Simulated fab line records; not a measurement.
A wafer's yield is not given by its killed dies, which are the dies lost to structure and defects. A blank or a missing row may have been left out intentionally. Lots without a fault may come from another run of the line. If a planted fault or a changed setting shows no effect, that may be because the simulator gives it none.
Comparing a struck lot with a sound one    flow sky130    23 out of 708 route steps
Sound: wafers L254.2, L254.5, L254.6. Wafers struck: L257.2, L257.4, L257.6. Last of all comes the cause.
For every step that has rows: the tool of each side, followed by ch and its chambers, followed by its first start. Under that, the readings that differ: sound wafers    struck wafers    difference of the means    sigmas: that difference in standard deviations of wafers without a fault.
alike: words and numbers the same on both sides, and readings whose means are apart by under 2 such deviations; not compared: readings that were withheld, readings missing a value for some wafer, numbers with overlapping values and no deviation given by the record, and bounds like >300 which may hide the same value.
The two part at a step that has a row with sigmas, a row that says differs or no value, or rows on one side only. Numbers that don't overlap but have no deviation are shown without sigmas and don't part them. A reading missing from all wafers of one side parts the sides only when that side holds two or more wafers.

first, 6 steps without rows for these wafers: SKY_VT_ADJUST_LVTN_HMDS_12 (prime time 60 s); SKY_VT_ADJUST_LVTN_COAT_13 (resist thk 1140 nm); SKY_VT_ADJUST_LVTN_SOFTBAKE_14 (time 60 s); SKY_VT_ADJUST_LVTN_EXPOSE_15 (exposes mask HVN STD DERIVED, target cd 600 nm); SKY_VT_ADJUST_LVTN_PEB_16; SKY_VT_ADJUST_LVTN_DEVELOP_17 (develop time 60 s).
SKY_VT_ADJUST_LVTN_OVL_MEAS_18:
  sound on overlay-01, day 8 13:08; struck on overlay-02, day 9 08:51
  alike: VT_ADJUST_LVTN_01_OVL
following that, these wafers have no rows for 1 step: SKY_VT_ADJUST_LVTN_IMPLANT_19.
SKY_VT_ADJUST_LVTN_STRIP_20: strips in O2/N2.
  sound on plasma-asher-02 ch 0,1, day 8 13:19; struck on plasma-asher-04 ch 0,1, day 9 09:02
reading                      sound        struck       difference  sigmas
drypump-motor-current-A (A)  6.6 6.1 6.6  4.7 5.4 4.7  -1.5        -3
  alike: oes-product-au, strip-time-to-endpoint-s
  not compared: rf-hours-counter-h
SKY_VT_ADJUST_LVTN_TW_MEAS_21:
  sound on film-metro-04, day 8 13:26; struck on film-metro-04, day 9 09:08
  alike: VT_ADJUST_LVTN_2_TW
then, 2 steps without rows for these wafers: SKY_VT_ADJUST_NCORE_DEHYDRATE_00 (time 60 s); SKY_VT_ADJUST_NCORE_HMDS_01 (prime time 60 s).
SKY_VT_ADJUST_NCORE_COAT_02: resist thk 1140 nm.
  sound on litho-track-04 ch 0, day 9 00:01; struck on litho-track-03 ch 0, day 9 19:58
reading                                               sound           struck          difference  sigmas
model.NOVOLAK_of_VT_ADJUST_NCORE_COAT_02.thk-nm (nm)  1135 1131 1134  1121 1127 1119  -11         
then, 3 steps without rows for these wafers: SKY_VT_ADJUST_NCORE_SOFTBAKE_03 (time 60 s); SKY_VT_ADJUST_NCORE_EXPOSE_04 (exposes mask LVTN COMPLEMENT THIN, target cd 380 nm); SKY_VT_ADJUST_NCORE_PEB_05.
SKY_VT_ADJUST_NCORE_DEVELOP_06: develop time 60 s.
  sound on litho-track-04 ch 0, day 9 10:46; struck on litho-track-04 ch 0, day 10 10:43
reading                                               sound           struck          difference  sigmas
model.NOVOLAK_of_VT_ADJUST_NCORE_COAT_02.thk-nm (nm)  1135 1131 1134  1120 1127 1119  -11         
SKY_VT_ADJUST_NCORE_CD_MEAS_07: target cd 380 nm.
  sound on cd-sem-02, day 9 10:54; struck on cd-sem-01, day 10 10:51
  alike: cd-nm
SKY_VT_ADJUST_NCORE_OVL_MEAS_08:
  sound on overlay-01, day 9 11:01; struck on overlay-01, day 10 10:58
reading                   sound           struck       difference  sigmas
VT_ADJUST_NCORE_OVL (nm)  -0.7 -2.1 -0.6  1.3 1.9 2.0  +2.9        +2
following that, these wafers have no rows for 1 step: SKY_VT_ADJUST_NCORE_IMPLANT_09.
SKY_VT_ADJUST_NCORE_STRIP_10: strips in O2/N2.
  sound on plasma-asher-03 ch 0,1, day 9 11:11; struck on plasma-asher-02 ch 0,1, day 10 11:08
reading                       sound              struck             difference  sigmas
drypump-motor-current-A (A)   5.6 5.6 5.5        6.6 6.1 6.6        +0.9        +2
strip-time-to-endpoint-s (s)  14.11 14.08 14.10  13.95 14.03 13.94  -0.12       -3
  alike: oes-product-au
  not compared: rf-hours-counter-h
SKY_VT_ADJUST_NCORE_TW_MEAS_11:
  sound on film-metro-02, day 9 11:18; struck on film-metro-01, day 10 11:15
  alike: VT_ADJUST_NCORE_TW
-- here the record skips 37 days between the struck wafers' starts before and after, leaving off in module VT_ADJUST_NCORE and picking up in module PAD_OPEN (first step shown: number 708 of the route) --
SKY_PAD_OPEN_PROBE_99:
  sound on prober-01, day 46 15:11; struck on prober-02, day 47 12:23
reading       sound     struck     difference  sigmas
killed-dies   80 74 70  105 93 94  +23         +2
killed-short  48 31 28  59 43 46   +14         +2
  alike: killed_at_M0_to_M3, killed_at_M4_up, killed-at-contacts, killed-at-front-end, killed-at-other, killed-open

WHERE THEY PART
Last at SKY_PAD_OPEN_PROBE_99 as far as this record goes, first at SKY_VT_ADJUST_LVTN_STRIP_20.

WHY: whatever the simulator had introduced
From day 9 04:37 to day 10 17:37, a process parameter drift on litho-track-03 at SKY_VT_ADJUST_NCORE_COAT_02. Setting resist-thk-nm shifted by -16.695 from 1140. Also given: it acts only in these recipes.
